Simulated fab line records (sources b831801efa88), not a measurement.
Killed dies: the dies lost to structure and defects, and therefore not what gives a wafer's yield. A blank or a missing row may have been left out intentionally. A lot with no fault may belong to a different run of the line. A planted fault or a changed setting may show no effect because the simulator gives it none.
Which of the tools did it? :: flow sky130 :: 10 lots, 30 wafers sampled, at 3 steps of a route of 708

WHAT THE GAUGES SHOWED, per wafer
SKY_VIA4_RS_MEAS_19: a four-point-probe measurement.
lot: L835
measured: day 42 23:58
on: film_metro-03
VIA4_W_RS (ohm/sq): 0.218 0.218 0.226

lot: L836
measured: day 43 08:13
on: film_metro-03
VIA4_W_RS (ohm/sq): 0.230 0.228 0.227

lot: L838
measured: day 43 22:04
on: film_metro-02
VIA4_W_RS (ohm/sq): 0.231 0.221 0.228

lot: L840
measured: day 44 20:41
on: film_metro-04
VIA4_W_RS (ohm/sq): 0.228 0.225 0.229

lot: L844
measured: day 45 05:29
on: film_metro-03
VIA4_W_RS (ohm/sq): 0.231 0.223 0.229

lot: L845
measured: day 45 13:34
on: film_metro-02
VIA4_W_RS (ohm/sq): 0.229 0.222 0.227

lot: L846
measured: day 45 19:02
on: film_metro-04
VIA4_W_RS (ohm/sq): 0.272 0.262 0.274

lot: L848
measured: day 46 07:46
on: film_metro-03
VIA4_W_RS (ohm/sq): 0.261 0.271 0.274

lot: L849
measured: day 46 12:31
on: film_metro-02
VIA4_W_RS (ohm/sq): 0.229 0.231 0.229

lot: L856
measured: day 48 07:11
on: film_metro-02
VIA4_W_RS (ohm/sq): 0.229 0.230 0.227

EACH LOT AND THE TOOL THAT RAN IT (in order: tool; ch and the chambers of the sampled wafers; start)
lot: L835
SKY_METAL4_DESCUM_15: rie_metal-02 ch 1, day 41 22:01
SKY_VIA4_CVD_18: cvd_w-02 ch 0,1, day 42 23:47

lot: L836
SKY_METAL4_DESCUM_15: rie_metal-03 ch 0,1, day 42 07:14
SKY_VIA4_CVD_18: cvd_w-01 ch 0,1, day 43 08:05

lot: L838
SKY_METAL4_DESCUM_15: rie_metal-01 ch 0,1, day 42 21:46
SKY_VIA4_CVD_18: cvd_w-02 ch 0,1, day 43 21:55

lot: L840
SKY_METAL4_DESCUM_15: rie_metal-01 ch 0,1, day 43 20:31
SKY_VIA4_CVD_18: cvd_w-01 ch 0,1, day 44 20:31

lot: L844
SKY_METAL4_DESCUM_15: rie_metal-02 ch 0,1, day 44 05:04
SKY_VIA4_CVD_18: cvd_w-02 ch 0,1, day 45 05:19

lot: L845
SKY_METAL4_DESCUM_15: rie_metal-01 ch 0,1, day 44 13:30
SKY_VIA4_CVD_18: cvd_w-02 ch 0,1, day 45 13:25

lot: L846
SKY_METAL4_DESCUM_15: rie_metal-02 ch 0,1, day 44 19:52
SKY_VIA4_CVD_18: cvd_w-02 ch 0,1, day 45 18:54

lot: L848
SKY_METAL4_DESCUM_15: rie_metal-03 ch 0,1, day 45 08:43
SKY_VIA4_CVD_18: cvd_w-02 ch 0,1, day 46 07:37

lot: L849
SKY_METAL4_DESCUM_15: rie_metal-03 ch 0, day 45 13:54
SKY_VIA4_CVD_18: cvd_w-01 ch 0,1, day 46 12:22

lot: L856
SKY_METAL4_DESCUM_15: rie_metal-02 ch 0,1, day 47 09:38
SKY_VIA4_CVD_18: cvd_w-01 ch 0,1, day 48 07:01
- SKY_METAL4_DESCUM_15: chemistry O2, time 8 s.
- SKY_VIA4_CVD_18: deposits W, target thk 505 nm, time 152.14 s.

THE ANSWER, worked out from the rows above alone
Rule: the usual values come from the lots themselves. The widest of any qualifying gaps counts: lots, ordered by their means at a reading, are off when they make up no more than a third of the lots, leave a main group of 4 or more, and stand apart from it by 3 or more times the standard deviation of that group's means. Not used: any main group whose means are identical at the precision the tables above print for the reading. Also off: a lot with no number at a reading for which 4 or more lots have one. Where the step has rows for the other lots, those lots are counted as sound.
Off: L846, L848, at SKY_VIA4_RS_MEAS_19 (VIA4_W_RS). The main group has a mean of 0.227 ohm/sq with a standard deviation of 0.0026.
If a tool, at a process step before that reading, ran all the lots that are off and no sound lot after the first of them, it fits. The gauges at SKY_VIA4_RS_MEAS_19 are tried like those tools. One candidate fits, namely cvd_w-02 at SKY_VIA4_CVD_18. Its last sound lot is L845 (day 45 13:25), its first lot that is off L846 (day 45 18:54): a fault that began between those two fits.

WHAT WAS PUT IN BY THE SIMULATOR
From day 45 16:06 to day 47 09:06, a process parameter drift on cvd_w-02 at SKY_VIA4_CVD_18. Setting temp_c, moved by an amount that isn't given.
Struck lots among those shown: L846, L848. The same result came from the rule above.
